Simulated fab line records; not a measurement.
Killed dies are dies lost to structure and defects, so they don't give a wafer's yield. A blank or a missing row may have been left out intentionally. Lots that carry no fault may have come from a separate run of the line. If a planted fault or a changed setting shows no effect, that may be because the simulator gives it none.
fab line records	flow sky130
record lots=6	wafers=18	lastDay=51
route steps=708 shown CONTACT@424 METAL1@434 PAD_OPEN@708
lots with no fault: from the same line, run without faults
startH: hours from the record's opening day to when the first of the lot's shown wafers began	waitH: hours since the lot's step before	" the same as in the row above	L1.1+2: a single row standing in for several wafers	- value missing, or start not given	* or withheld: withheld	< > ~ a bound
route shown NAME@n: a module of which the file shows steps, and the number in the route of the first	usual: the fault-free wafers' mean and standard deviation	same: alike in all rows	chamber/n: place in a boat	sites: the reading at each site	_std_site: standard deviation across them	_edge_site: outer sites' mean less inner sites'	radiusMm: how far each site lies from the wafer's centre	mask NAME#n: copy n	behind: the tool/chamber that last shaped the wafer	hold: cause of the lot's hold/its duration in hours/its outcome	device: transistor that didn't switch, given as n, p or np	end of line: the route-end tests of the same wafers	a step without rows: its recipe alone	killed: at the first sort, the dies lost to defects and structure; wafer yield is something else	map: a wafer's dies, x killed, . not, _ none there
set.NAME: setting as actually run; set.NAME@STEP: the setting as run at that earlier step	model.NAME: the simulator's own value behind a step, which no gauge read
lots at selected steps of the route; one table per step, one row per wafer
services: a tool's chamber out of use, with start hour (startH, from the record's first day; less than 0 if before it), hours out, and reason
## steps
# step SKY_CONTACT_ETCH_18
# recipe target=Si3N4	chemistry=CHF3/O2	stopOn=TiN	sourceW=600	biasW=200	pressureMtorr=40	chf3FlowSccm=50	O2_flow_sccm=5	timeS=39	targetDepthA=750
# step SKY_CONTACT_STRIP_19
# recipe chemistry=O2/N2	powerW=1400	pressureMtorr=1500	platenTempC=withheld	o2FlowSccm=3000	n2FlowSccm=300	overashFraction=0.5
# usual drypumpMotorCurrentA=6.0/0.37	oesProductAu=0.380/0.0049	stripTimeToEndpointS=3.601/0.027
lot.wafer	tool	chamber	startH	waitH	drypumpMotorCurrentA	oesProductAu	rfHoursCounterH	stripTimeToEndpointS
L423.1	plasmaAsher-03	0	781.98	-	5.6	0.382	62	3.619
L423.2	"	1	"	"	6.3	0.373	62	3.584
L423.6	"	1	"	"	6.3	0.381	-	3.598
L424.2	plasmaAsher-04	1	791.10	-	6.5	0.374	93	3.565
L424.3	"	1	"	"	6.5	0.378	-	3.605
L424.5	"	1	"	"	6.5	0.380	-	3.577
L432.1	plasmaAsher-04	0	864.49	-	5.9	0.387	102	3.678
L432.2	"	1	"	"	6.5	0.383	102	3.622
L432.5	"	1	"	"	6.5	0.381	-	3.616
L433.3	plasmaAsher-03	0	868.97	-	5.6	0.379	-	3.595
L433.4	"	1	"	"	6.3	0.384	-	3.637
L433.6	"	0	"	"	5.6	0.379	-	3.611
L435.1	plasmaAsher-01	0	890.53	-	5.4	0.384	50	3.608
L435.5	"	1	"	"	6.2	0.376	-	3.602
L435.6	"	0	"	"	5.4	0.374	-	3.599
L440.3	plasmaAsher-01	1	918.09	-	6.2	0.378	-	3.656
L440.4	"	0	"	"	5.4	0.375	-	3.560
L440.5	"	0	"	"	5.4	0.386	-	3.590
# step SKY_CONTACT_STRIP_20
# recipe chemistry=postEtchResidueRemover	timeS=1200	tempC=72.5
# step SKY_CONTACT_CLEAN_21
# recipe chemistry=IPA	timeS=180	tempC=25
# step SKY_CONTACT_CLEAN_22
# recipe chemistry=O3/DIW	dry=n2Spin
# step SKY_CONTACT_SPUTTER_23
# recipe material=TiN	targetThkNm=20	chamberPressurePa=5	powerW=4000	timeS=80
# step SKY_CONTACT_CVD_24
# recipe material=W	targetThkNm=340	timeS=102.12	tempC=400	pressureTorr=40
# step SKY_CONTACT_RS_MEAS_25
# recipe thkMeasGauge=four-point-probe	reads=W_of_CONTACT_CVD_24+TiN_of_CONTACT_SPUTTER_23
# usual CONTACT_W_RS=0.337/0.0041
lot.wafer	tool	chamber	startH	waitH	CONTACT_W_RS[ohm/sq]
L423.1	filmMetro-02	-	782.78	0.1	0.333
L423.2	"	-	"	"	0.336
L423.6	"	-	"	"	0.333
L424.2	filmMetro-01	-	791.88	0.1	0.332
L424.3	"	-	"	"	0.333
L424.5	"	-	"	"	0.333
L432.1	filmMetro-02	-	865.25	0.1	0.338
L432.2	"	-	"	"	0.342
L432.5	"	-	"	"	0.345
L433.3	filmMetro-04	-	869.74	0.1	0.340
L433.4	"	-	"	"	0.340
L433.6	"	-	"	"	0.338
L435.1	filmMetro-04	-	891.34	0.1	0.334
L435.5	"	-	"	"	0.333
L435.6	"	-	"	"	0.334
L440.3	filmMetro-04	-	918.87	0.1	0.340
L440.4	"	-	"	"	0.336
L440.5	"	-	"	"	0.345
# step SKY_CONTACT_THK_MEAS_26
# recipe thkMeasGauge=xrf	reads=W_of_CONTACT_CVD_24
# usual CONTACT_W_THK=353/5
lot.wafer	tool	chamber	startH	waitH	CONTACT_W_THK[nm]
L423.1	filmMetro-02	-	782.90	0.1	360
L423.2	"	-	"	"	355
L423.6	"	-	"	"	359
L424.2	filmMetro-01	-	791.99	0.1	356
L424.3	"	-	"	"	355
L424.5	"	-	"	"	357
L432.1	filmMetro-02	-	865.37	0.1	348
L432.2	"	-	"	"	347
L432.5	"	-	"	"	343
L433.3	filmMetro-04	-	869.84	0.1	354
L433.4	"	-	"	"	355
L433.6	"	-	"	"	354
L435.1	filmMetro-04	-	891.46	0.1	357
L435.5	"	-	"	"	356
L435.6	"	-	"	"	358
L440.3	filmMetro-04	-	918.97	0.1	350
L440.4	"	-	"	"	354
L440.5	"	-	"	"	343
# step SKY_CONTACT_CMP_27
# recipe stopOn=SiO2	tOverpolishS=15	downForcePsi=3.5	platenRpm=60	targetThkNm=0	padVelocityMS=0.94248
# usual edgeZonePressureFrac=1.000/0.0046	motorCurrentA=11.3/1.1	overpolishRunS=15.000/0.0093	timeToEndpointS=82/3.7
lot.wafer	tool	chamber	startH	waitH	edgeZonePressureFrac	motorCurrentA	overpolishRunS	timeToEndpointS
L423.1	cmp-01	2	782.96	0.1	0.999	10.3	14.989	85
L423.2	"	0	"	"	0.993	11.1	15.009	77
L423.6	"	3	"	"	0.998	10.2	14.997	85
L424.2	cmp-01	3	792.04	0.0	1.004	10.2	15.009	88
L424.3	"	2	"	"	1.004	10.1	14.996	83
L424.5	"	0	"	"	0.994	10.6	14.993	76
L432.1	cmp-02	1	865.48	0.1	0.998	13.4	15.016	81
L432.2	"	3	"	"	0.996	12.5	14.993	82
L432.5	"	1	"	"	1.005	12.4	15.000	83
L433.3	cmp-02	1	870.17	0.3	0.996	13.3	15.007	78
L433.4	"	0	"	"	0.996	10.5	14.990	75
L433.6	"	1	"	"	0.996	12.7	14.991	82
L435.1	cmp-01	3	891.52	0.1	1.009	10.0	15.003	88
L435.5	"	3	"	"	1.006	9.7	15.004	87
L435.6	"	0	"	"	0.996	10.7	14.989	79
L440.3	cmp-02	2	919.09	0.1	0.998	11.5	14.997	78
L440.4	"	3	"	"	1.001	12.9	15.016	84
L440.5	"	3	"	"	1.007	13.3	15.009	80
# step SKY_METAL1_SPUTTER_00
# recipe material=Ti	targetThkNm=15	powerW=3000	timeS=10	chamberPressurePa=0.4
# usual chamberPressurePa=0.4000/0.00078	throttleValvePct=29.7/1.2
lot.wafer	tool	chamber	startH	waitH	chamberPressurePa	throttleValvePct
L423.1	pvdSputter-01	-	783.26	0.2	0.3997	31.7
L423.2	"	-	"	"	0.4002	31.1
L423.6	"	-	"	"	0.4012	31.1
L424.2	pvdSputter-03	-	792.34	0.2	0.4001	28.1
L424.3	"	-	"	"	0.4010	29.9
L424.5	"	-	"	"	0.3986	29.7
L432.1	pvdSputter-03	-	865.73	0.2	0.4010	28.1
L432.2	"	-	"	"	0.3991	28.1
L432.5	"	-	"	"	0.3995	29.9
L433.3	pvdSputter-03	-	870.47	0.2	0.4004	27.9
L433.4	"	-	"	"	0.3997	29.8
L433.6	"	-	"	"	0.3992	27.9
L435.1	pvdSputter-04	-	891.82	0.2	0.4002	28.6
L435.5	"	-	"	"	0.4000	29.5
L435.6	"	-	"	"	0.4004	30.0
L440.3	pvdSputter-01	-	919.39	0.2	0.4002	31.4
L440.4	"	-	"	"	0.4015	31.4
L440.5	"	-	"	"	0.4004	31.2
# step SKY_METAL1_SPUTTER_01
# recipe material=TiN	targetThkNm=20	powerW=6500	timeS=16.7	chamberPressurePa=0.4
# step SKY_METAL1_SPUTTER_02
# recipe material=AlCu	targetThkNm=250	powerW=10600	timeS=13.3	chamberPressurePa=0.4
# usual chamberPressurePa=0.4000/0.00075	throttleValvePct=29.8/1.2
lot.wafer	tool	chamber	startH	waitH	chamberPressurePa	throttleValvePct	model.AlCu_of_METAL1_SPUTTER_02.thkNm
L423.1	pvdSputter-01	-	783.31	0.0	0.3986	31.7	250.4
L423.2	"	-	"	"	0.4001	31.2	250.3
L423.6	"	-	"	"	0.4010	31.2	249.9
L424.2	pvdSputter-03	-	792.39	0.0	0.4001	28.1	254.2
L424.3	"	-	"	"	0.3993	30.1	252
L424.5	"	-	"	"	0.4009	29.5	254.5
L432.1	pvdSputter-03	-	865.78	0.0	0.3577	29.8	249.9
L432.2	"	-	"	"	0.3570	29.7	256.2
L432.5	"	-	"	"	0.3571	31.7	252.7
L433.3	pvdSputter-03	-	870.52	0.0	0.3576	29.8	256.9
L433.4	"	-	"	"	0.3580	31.6	256.5
L433.6	"	-	"	"	0.3574	29.8	256.6
L435.1	pvdSputter-04	-	891.87	0.0	0.4003	28.8	246.5
L435.5	"	-	"	"	0.3999	29.6	249
L435.6	"	-	"	"	0.3997	30.0	247.4
L440.3	pvdSputter-01	-	919.43	0.0	0.3999	31.1	248.4
L440.4	"	-	"	"	0.3997	31.1	247.4
L440.5	"	-	"	"	0.3994	31.3	248.1
# step SKY_METAL1_SPUTTER_03
# recipe material=Ti	targetThkNm=5	powerW=3000	timeS=3.3	chamberPressurePa=0.4
# step SKY_METAL1_SPUTTER_04
# recipe material=TiN	targetThkNm=70	powerW=6500	timeS=58.3	chamberPressurePa=0.4
# step SKY_METAL1_RS_MEAS_05
# recipe thkMeasGauge=four-point-probe	reads=TiN_of_METAL1_SPUTTER_04+Ti_of_METAL1_SPUTTER_03+AlCu_of_METAL1_SPUTTER_02+TiN_of_METAL1_SPUTTER_01+Ti_of_METAL1_SPUTTER_00
# usual METAL1_ALCU_RS=0.1273/0.0015
lot.wafer	tool	chamber	startH	waitH	METAL1_ALCU_RS[ohm/sq]
L423.1	filmMetro-01	-	783.40	0.0	0.1269
L423.2	"	-	"	"	0.1268
L423.6	"	-	"	"	0.1271
L424.2	filmMetro-04	-	792.50	0.0	0.1243
L424.3	"	-	"	"	0.1254
L424.5	"	-	"	"	0.1243
L432.1	filmMetro-03	-	865.87	0.0	0.1259
L432.2	"	-	"	"	0.1227
L432.5	"	-	"	"	0.1244
L433.3	filmMetro-01	-	870.65	0.1	0.1226
L433.4	"	-	"	"	0.1227
L433.6	"	-	"	"	0.1225
L435.1	filmMetro-03	-	891.97	0.0	0.1287
L435.5	"	-	"	"	0.1274
L435.6	"	-	"	"	0.1286
L440.3	filmMetro-03	-	919.57	0.1	0.1277
L440.4	"	-	"	"	0.1283
L440.5	"	-	"	"	0.1279
# step SKY_METAL1_THK_MEAS_06
# recipe thkMeasGauge=xrf	reads=AlCu_of_METAL1_SPUTTER_02
# usual METAL1_ALCU_THK=242/3
lot.wafer	tool	chamber	startH	waitH	METAL1_ALCU_THK[nm]
L423.1	filmMetro-01	-	783.52	0.1	244
L423.2	"	-	"	"	243
L423.6	"	-	"	"	241
L424.2	filmMetro-04	-	792.61	0.1	248
L424.3	"	-	"	"	245
L424.5	"	-	"	"	248
L432.1	filmMetro-03	-	865.99	0.1	242
L432.2	"	-	"	"	248
L432.5	"	-	"	"	244
L433.3	filmMetro-01	-	870.75	0.1	250
L433.4	"	-	"	"	251
L433.6	"	-	"	"	250
L435.1	filmMetro-03	-	892.09	0.1	239
L435.5	"	-	"	"	239
L435.6	"	-	"	"	239
L440.3	filmMetro-03	-	919.67	0.1	240
L440.4	"	-	"	"	240
L440.5	"	-	"	"	240
# step SKY_METAL1_DEHYDRATE_07
# recipe tempC=200	timeS=60
# step SKY_METAL1_HMDS_08
# recipe primeTimeS=60	primeTempC=120
# step SKY_METAL1_COAT_09
# recipe resist=BARC	tempC=withheld	timeS=withheld	spinRpm=3000	resistThkNm=60
# step SKY_METAL1_COAT_10
# recipe resist=KrF-thick	spinRpm=3000	resistThkNm=450
# step SKY_METAL1_SOFTBAKE_11
# recipe tempC=100	timeS=90	resist=KrF-thick
# step SKY_METAL1_EXPOSE_12
# recipe maskId=MM1	na=0.8	sourceShape=annular	sigmaInner=0.55	sigmaOuter=0.85	targetCdNm=140	doseMj=28
# step SKY_METAL1_PEB_13
# recipe pebTempC=withheld	pebTimeS=withheld	resist=KrF-thick
# step SKY_METAL1_DEVELOP_14
# recipe developTimeS=60	resist=KrF-thick	devTempC=21
# step SKY_METAL1_CD_MEAS_15
# recipe targetCdNm=140
# usual cdNm=139.8/1.5
lot.wafer	tool	chamber	startH	waitH	cdNm
L423.1	cdSem-01	-	811.00	-	140.0
L423.2	"	-	"	"	140.9
L423.6	"	-	"	"	140.6
L424.2	cdSem-01	-	819.90	-	140.6
L424.3	"	-	"	"	138.8
L424.5	"	-	"	"	139.2
L432.1	cdSem-02	-	892.05	-	140.4
L432.2	"	-	"	"	140.7
L432.5	"	-	"	"	140.0
L433.3	cdSem-01	-	897.14	-	140.1
L433.4	"	-	"	"	140.5
L433.6	"	-	"	"	138.3
L435.1	cdSem-01	-	917.65	-	138.1
L435.5	"	-	"	"	138.9
L435.6	"	-	"	"	138.7
L440.3	cdSem-01	-	945.14	-	139.3
L440.4	"	-	"	"	139.7
L440.5	"	-	"	"	140.4
# step SKY_METAL1_OVL_MEAS_16
# usual METAL1_OVL=0/5.1
lot.wafer	tool	chamber	startH	waitH	METAL1_OVL[nm]
L423.1	overlay-01	-	811.12	0.1	-2
L423.2	"	-	"	"	0
L423.6	"	-	"	"	1
L424.2	overlay-02	-	820.01	0.1	2
L424.3	"	-	"	"	-7
L424.5	"	-	"	"	-1
L432.1	overlay-02	-	892.17	0.1	1
L432.2	"	-	"	"	-3
L432.5	"	-	"	"	-3
L433.3	overlay-01	-	897.23	0.1	3
L433.4	"	-	"	"	-1
L433.6	"	-	"	"	0
L435.1	overlay-02	-	917.77	0.1	4
L435.5	"	-	"	"	8
L435.6	"	-	"	"	6
L440.3	overlay-01	-	945.23	0.1	6
L440.4	"	-	"	"	-2
L440.5	"	-	"	"	3
# step SKY_METAL1_DESCUM_17
# recipe chemistry=O2	sourcePowerW=150	biasPowerW=0	pressureMtorr=10	tempC=40	timeS=8
# usual drypumpMotorCurrentA=5.6/0.47	oesProductAu=1.003/0.0082
# same biasPowerW=0
lot.wafer	tool	chamber	startH	waitH	drypumpMotorCurrentA	oesProductAu	rfHoursCounterH
L423.1	rieMetal-02	1	811.16	0.0	5.6	0.995	3
L423.2	"	0	"	"	6.1	1.006	14
L423.6	"	1	"	"	5.6	0.999	-
L424.2	rieMetal-01	0	820.04	0.0	6.1	1.018	16
L424.3	"	0	"	"	6.2	1.016	-
L424.5	"	0	"	"	6.1	1.007	-
L432.1	rieMetal-01	1	892.21	0.0	5.3	0.988	12
L432.2	"	1	"	"	5.4	0.987	-
L432.5	"	1	"	"	5.4	1.003	-
L433.3	rieMetal-03	0	897.27	0.0	5.8	0.995	-
L433.4	"	1	"	"	4.6	1.010	-
L433.6	"	0	"	"	5.8	1.002	-
L435.1	rieMetal-03	1	917.80	0.0	4.6	1.004	15
L435.5	"	1	"	"	4.7	1.001	-
L435.6	"	0	"	"	5.8	0.999	-
L440.3	rieMetal-01	1	945.27	0.0	5.4	0.997	-
L440.4	"	0	"	"	6.1	1.007	-
L440.5	"	0	"	"	6.1	0.998	-
# step SKY_METAL1_ETCH_18
# recipe chemistry=N2/H2	target=BARC	ionEnergyEv=200	biasW=100	pressureMtorr=30	n2FlowSccm=100	h2FlowSccm=200	icpW=500	stopOn=SiO2	timeS=45.9	targetDepthA=600
# step SKY_METAL1_METAL_ETCH_19
# recipe targetDepthA=3600	stopOn=SiO2	overEtchFrac=0.3	timeS=78	chemistry=Cl2/BCl3	resistSidewallDeg=88	pressureMtorr=10	icpW=900	biasW=48.5	Cl2_flow_sccm=60	bcl3FlowSccm=30
# usual drypumpMotorCurrentA=5.6/0.47	oesProductAu=0.854/0.0059	throttleValvePct=22.266/0.0084
lot.wafer	tool	chamber	startH	waitH	drypumpMotorCurrentA	oesProductAu	rfHoursCounterH	throttleValvePct	model.METAL1.featureDepthNm	model.etch.depthNm
L423.1	rieMetal-02	1	811.25	0.0	5.6	0.851	3	22.264	359.5	359.5
L423.2	"	0	"	"	6.1	0.860	14	22.276	361.2	361.2
L423.6	"	1	"	"	5.6	0.862	-	22.278	360.9	360.9
L424.2	rieMetal-01	0	820.13	0.0	6.1	0.859	16	22.268	365.2	365.2
L424.3	"	0	"	"	6.1	0.864	-	22.262	364.4	364.4
L424.5	"	0	"	"	6.1	0.860	-	22.271	366	366
L432.1	rieMetal-01	1	892.40	0.1	5.3	0.861	12	22.266	361.2	361.2
L432.2	"	1	"	"	5.3	0.868	-	22.275	366.5	366.5
L432.5	"	1	"	"	5.3	0.860	-	22.256	364.2	364.2
L433.3	rieMetal-03	0	897.38	0.1	5.8	0.865	-	22.258	367	367
L433.4	"	1	"	"	4.6	0.865	-	22.267	366.8	366.8
L433.6	"	0	"	"	5.8	0.864	-	22.262	367	367
L435.1	rieMetal-03	1	917.90	0.0	4.7	0.855	15	22.248	356.3	356.3
L435.5	"	1	"	"	4.7	0.854	-	22.266	359.9	359.9
L435.6	"	0	"	"	5.8	0.852	-	22.277	357.3	357.3
L440.3	rieMetal-01	1	945.38	0.1	5.3	0.843	-	22.256	358.2	358.2
L440.4	"	0	"	"	6.1	0.851	-	22.272	357.2	357.2
L440.5	"	0	"	"	6.1	0.859	-	22.262	357.6	357.6
# step SKY_METAL1_STRIP_20
# recipe chemistry=O2/N2	powerW=1400	pressureMtorr=1500	platenTempC=withheld	o2FlowSccm=3000	n2FlowSccm=300	overashFraction=0.5
# usual drypumpMotorCurrentA=5.9/0.56	oesProductAu=0.343/0.0049	stripTimeToEndpointS=2.70/0.032
lot.wafer	tool	chamber	startH	waitH	drypumpMotorCurrentA	oesProductAu	rfHoursCounterH	stripTimeToEndpointS
L423.1	plasmaAsher-03	0	811.34	0.1	5.6	0.342	66	2.71
L423.2	"	1	"	"	6.2	0.348	66	2.68
L423.6	"	0	"	"	5.6	0.342	-	2.73
L424.2	plasmaAsher-04	0	820.22	0.1	5.9	0.329	96	2.65
L424.3	"	0	"	"	5.9	0.337	-	2.70
L424.5	"	1	"	"	6.5	0.333	-	2.68
L432.1	plasmaAsher-02	1	892.58	0.1	4.7	0.339	5	2.66
L432.2	"	0	"	"	6.2	0.347	5	2.67
L432.5	"	1	"	"	4.7	0.338	-	2.66
L433.3	plasmaAsher-03	0	897.48	0.1	5.6	0.346	-	2.71
L433.4	"	1	"	"	6.2	0.340	-	2.68
L433.6	"	0	"	"	5.6	0.338	-	2.75
L435.1	plasmaAsher-04	1	917.99	0.1	6.5	0.349	108	2.69
L435.5	"	0	"	"	5.9	0.349	-	2.74
L435.6	"	1	"	"	6.5	0.341	-	2.71
L440.3	plasmaAsher-04	0	945.48	0.1	5.9	0.349	-	2.74
L440.4	"	1	"	"	6.5	0.350	-	2.72
L440.5	"	1	"	"	6.5	0.342	-	2.69
# step SKY_PAD_OPEN_PROBE_99
# usual defectLimitedYield=82.6/1.7	killed_at_M0_to_M3=43/7	killed_at_M4_up=3.1/1.5	killedAtContacts=23/4.9	killedAtFrontEnd=16/3.9	killedAtOther=0.3/0.52	killedDies=86/8.2	killedOpen=47/6.1	killedShort=38/5.8	sort_bin_3_pad_short=0.8/0.41	sort_bin_5_function=10.2/1.3	sort_bin_6_memory=6.4/1.1	sortNPass=406/8.2	sortYieldPct=82.6/1.7
# same grossDies=492	killedAtBackSide=0	sort_bin_4_leakage[%]=0	sort_bin_8_speed[%]=0
lot.wafer	tool	chamber	startH	waitH	defectLimitedYield[%]	killed_at_M0_to_M3	killed_at_M4_up	killedAtContacts	killedAtFrontEnd	killedAtOther	killedDies	killedOpen	killedShort	sort_bin_3_pad_short[%]	sort_bin_5_function[%]	sort_bin_6_memory[%]	sortNPass	sortYieldPct[%]	model.etest.met1.rsOhmSq
L423.1	prober-01	-	1119.60	0.1	82.7	46	4	25	10	0	85	57	27	0.2	8.7	8.3	407	82.7	0.1275
L423.2	prober-01	-	1119.65	0.1	81.5	41	3	30	17	0	91	43	48	1.2	10.8	6.5	401	81.5	0.1283
L423.6	prober-01	-	1119.85	0.2	81.3	49	2	29	12	0	92	60	32	0.8	10.2	7.7	400	81.3	0.1283
L424.2	prober-01	-	1126.67	0.1	84.3	41	0	21	15	0	77	44	33	0.8	9.6	5.3	415	84.3	0.1273
L424.3	prober-01	-	1126.72	0.2	83.3	39	1	24	18	0	82	47	34	0.6	9.6	6.5	410	83.3	0.1273
L424.5	prober-01	-	1126.82	0.2	84.3	37	6	25	8	1	77	43	34	0.4	10.0	5.3	415	84.3	0.1255
L432.1	prober-02	-	1180.67	0.1	80.5	50	3	24	18	1	96	54	42	0.6	9.6	9.3	396	80.5	0.1288
L432.2	prober-02	-	1180.72	0.1	84.1	44	2	17	14	1	78	49	29	0.8	8.9	6.1	414	84.1	0.1243
L432.5	prober-02	-	1180.87	0.2	82.5	45	3	18	20	0	86	44	42	0.8	11.4	5.3	406	82.5	0.1263
L433.3	prober-01	-	1185.82	0.2	81.7	48	1	24	16	1	90	51	39	1.0	11.8	5.5	402	81.7	0.1262
L433.4	prober-01	-	1185.87	0.2	85.6	41	3	17	10	0	71	40	31	0.4	9.1	4.9	421	85.6	0.1244
L433.6	prober-01	-	1185.97	0.2	82.9	52	3	20	9	0	84	46	38	0.4	10.8	5.9	408	82.9	0.1244
L435.1	prober-01	-	1201.16	0.1	82.9	34	2	30	18	0	84	42	42	2.2	9.3	5.5	408	82.9	0.1302
L435.5	prober-01	-	1201.36	0.2	82.7	41	4	22	17	1	85	53	31	0.2	10.4	6.7	407	82.7	0.1296
L435.6	prober-01	-	1201.41	0.2	85.6	23	4	25	19	0	71	40	31	0.4	10.2	3.9	421	85.6	0.1293
L440.3	prober-02	-	1218.41	0.2	82.1	45	4	23	16	0	88	44	42	0.6	10.8	6.5	404	82.1	0.129
L440.4	prober-02	-	1218.46	0.2	82.9	39	2	23	20	0	84	51	33	0.6	10.2	6.3	408	82.9	0.1287
L440.5	prober-02	-	1218.51	0.2	83.3	46	7	19	9	1	82	49	33	1.0	9.6	6.1	410	83.3	0.1285
# killed by level:class
L423.1 VIA1:geometricParticle:open=14 LI_CONTACT:geometricParticle:open=9 VIA3:geometricParticle:open=8 VIA2:geometricParticle:open=8 CONTACT:geometricParticle:open=7 METAL2:geometricParticle:short=5 CONTACT:geometricParticle:short=4 METAL1:geometricParticle:short=4
L423.2 LI_CONTACT:geometricParticle:open=9 CONTACT:geometricParticle:open=8 METAL1:geometricParticle:short=8 VIA1:geometricParticle:open=8 METAL2:geometricParticle:short=6 FIELD_ISO:geometricParticle:open=5 VIA3:geometricParticle:short=5 CONTACT:geometricParticle:short=5
L423.6 CONTACT:geometricParticle:open=15 VIA1:geometricParticle:open=15 VIA2:geometricParticle:open=9 FIELD_ISO:geometricParticle:open=6 VIA3:geometricParticle:open=6 LOCAL_INTERCONNECT:geometricParticle:short=5 LI_CONTACT:geometricParticle:open=4 CONTACT:geometricParticle:short=4
L424.2 VIA1:geometricParticle:open=11 CONTACT:geometricParticle:open=9 VIA1:geometricParticle:short=7 VIA3:geometricParticle:open=7 LOCAL_INTERCONNECT:geometricParticle:short=6 VIA2:geometricParticle:short=5 SPACER:geometricParticle:open=4 FIELD_ISO:geometricParticle:short=3
L424.3 VIA3:geometricParticle:open=8 LOCAL_INTERCONNECT:geometricParticle:short=8 VIA2:geometricParticle:open=7 VIA1:geometricParticle:open=7 POLY_GATE:geometricParticle:open=6 LI_CONTACT:geometricParticle:open=5 CONTACT:geometricParticle:short=5 METAL3:geometricParticle:short=5
L424.5 VIA1:geometricParticle:open=10 CONTACT:geometricParticle:open=8 CONTACT:geometricParticle:short=8 LI_CONTACT:geometricParticle:open=7 VIA2:geometricParticle:open=6 METAL2:geometricParticle:short=5 VIA2:geometricParticle:short=5 FIELD_ISO:geometricParticle:short=3
L432.1 VIA1:geometricParticle:open=12 CONTACT:geometricParticle:open=10 VIA2:geometricParticle:open=9 POLY_GATE:geometricParticle:short=6 LI_CONTACT:geometricParticle:open=6 FIELD_ISO:geometricParticle:open=5 METAL2:geometricParticle:short=5 FIELD_ISO:geometricParticle:short=4
L432.2 VIA1:geometricParticle:open=12 LI_CONTACT:geometricParticle:open=7 VIA1:geometricParticle:short=7 FIELD_ISO:geometricParticle:open=6 CONTACT:geometricParticle:open=6 VIA2:geometricParticle:short=6 VIA2:geometricParticle:open=5 POLY_GATE:geometricParticle:short=3
L432.5 VIA1:geometricParticle:open=13 CONTACT:geometricParticle:open=6 POLY_GATE:geometricParticle:open=5 POLY_GATE:geometricParticle:short=5 VIA3:geometricParticle:short=5 VIA1:geometricParticle:short=5 METAL2:geometricParticle:short=5 FIELD_ISO:geometricParticle:open=4
L433.3 CONTACT:geometricParticle:open=12 VIA3:geometricParticle:open=10 VIA2:geometricParticle:open=8 CONTACT:geometricParticle:short=6 METAL1:geometricParticle:short=6 VIA1:geometricParticle:short=6 VIA1:geometricParticle:open=6 FIELD_ISO:geometricParticle:short=4
L433.4 VIA2:geometricParticle:open=8 METAL1:geometricParticle:short=8 CONTACT:geometricParticle:open=7 VIA1:geometricParticle:open=7 LI_CONTACT:geometricParticle:open=4 VIA2:geometricParticle:short=4 VIA3:geometricParticle:open=4 POLY_CUT:geometricParticle:open=3
L433.6 VIA3:geometricParticle:open=11 VIA1:geometricParticle:open=9 LI_CONTACT:geometricParticle:open=8 METAL1:geometricParticle:short=8 CONTACT:geometricParticle:open=6 METAL3:geometricParticle:short=6 FIELD_ISO:geometricParticle:short=5 VIA2:geometricParticle:open=5
L435.1 CONTACT:geometricParticle:open=13 FIELD_ISO:geometricParticle:open=8 METAL2:geometricParticle:short=8 FIELD_ISO:geometricParticle:short=7 VIA1:geometricParticle:short=7 VIA3:geometricParticle:open=6 CONTACT:geometricParticle:short=6 VIA1:geometricParticle:open=6
L435.5 VIA1:geometricParticle:open=13 FIELD_ISO:geometricParticle:open=7 LI_CONTACT:geometricParticle:open=7 CONTACT:geometricParticle:open=6 VIA2:geometricParticle:open=5 LOCAL_INTERCONNECT:geometricParticle:short=4 METAL1:geometricParticle:open=4 METAL1:geometricParticle:short=4
L435.6 CONTACT:geometricParticle:open=10 POLY_GATE:geometricParticle:short=6 VIA3:geometricParticle:open=6 POLY_GATE:geometricParticle:open=5 FIELD_ISO:geometricParticle:open=4 LI_CONTACT:geometricParticle:open=4 CONTACT:geometricParticle:short=4 VIA1:geometricParticle:open=4
L440.3 VIA1:geometricParticle:open=14 VIA2:geometricParticle:open=6 POLY_GATE:geometricParticle:short=5 LI_CONTACT:geometricParticle:open=5 LOCAL_INTERCONNECT:geometricParticle:short=5 CONTACT:geometricParticle:open=5 METAL1:geometricParticle:short=5 VIA2:geometricParticle:short=5
L440.4 VIA1:geometricParticle:open=11 LI_CONTACT:geometricParticle:open=10 CONTACT:geometricParticle:open=8 FIELD_ISO:geometricParticle:short=7 VIA3:geometricParticle:open=6 POLY_GATE:geometricParticle:open=5 METAL1:geometricParticle:short=5 VIA1:geometricParticle:short=5
L440.5 VIA1:geometricParticle:open=16 VIA3:geometricParticle:open=8 METAL4:geometricParticle:short=5 LOCAL_INTERCONNECT:geometricParticle:open=4 LOCAL_INTERCONNECT:geometricParticle:short=4 VIA2:geometricParticle:open=4 METAL3:geometricParticle:short=4 FIELD_ISO:geometricParticle:open=3
## services
tool	chamber	startH	hours	kind
rieMetal-03	1	760.46	7.8	repair
plasmaAsher-03	-	763.29	14.6	pm
plasmaAsher-02	-	766.30	76.3	repair
cmp-02	-	768.60	4.0	pm
cmp-02	-	776.29	0.7	repair
pvdSputter-04	-	823.17	5.8	repair
plasmaAsher-02	-	845.56	7.7	repair
rieMetal-01	0	856.64	13.8	repair
cmp-01	-	867.94	12.5	repair
pvdSputter-03	-	868.93	1.1	repair
rieMetal-01	0	874.16	21.6	repair
plasmaAsher-02	-	874.53	15.6	pm
cmp-02	-	876.07	0.5	repair
plasmaAsher-01	-	884.84	2.0	repair
rieMetal-01	-	905.16	0.8	repair
cmp-02	-	907.53	3.5	repair
rieMetal-01	0	908.80	-	clean
rieMetal-01	0	908.80	13.2	scheduledDown
rieMetal-01	0	908.80	13.2	ventCycle
cmp-01	-	915.85	4.0	pm
plasmaAsher-02	-	917.56	2.8	pm
cmp-01	-	919.85	-	consumableReplace:conditioner
rieMetal-02	0	925.63	8.6	repair
cmp-01	-	941.23	4.9	pm
## key
firstSign step=SKY_METAL1_SPUTTER_02	reading=chamberPressurePa	direction=down	sigmas=57	usual=0.4000	struck=0.3575
effect step=SKY_METAL1_RS_MEAS_05	reading=METAL1_ALCU_RS	direction=down	sigmas=2.6	usual=0.1273	struck=0.1235
effect step=SKY_METAL1_THK_MEAS_06	reading=METAL1_ALCU_THK	direction=up	sigmas=1.9	usual=242	struck=248
modelEffect step=SKY_METAL1_SPUTTER_02	value=AlCu_of_METAL1_SPUTTER_02.thkNm	without=249.2	struck=254.8
modelEffect step=SKY_METAL1_METAL_ETCH_19	value=METAL1.featureDepthNm	without=359.8	struck=365.4
modelEffect step=SKY_PAD_OPEN_PROBE_99	value=etest.met1.rsOhmSq	without=0.1287	struck=0.1257
metAt SKY_METAL1_SPUTTER_02
struckWafers L432.1,L432.2,L432.5,L433.3,L433.4,L433.6
onsetBetween 792.39 865.78
fault kind=processParameterDrift	tool=pvdSputter-03	chamber=-	onsetH=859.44	steps=SKY_METAL1_SPUTTER_02	channel=chamberPressurePa	offset=-0.042558	shape=step	endH=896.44	actsIn=theseRecipesOnly	stated=0.4
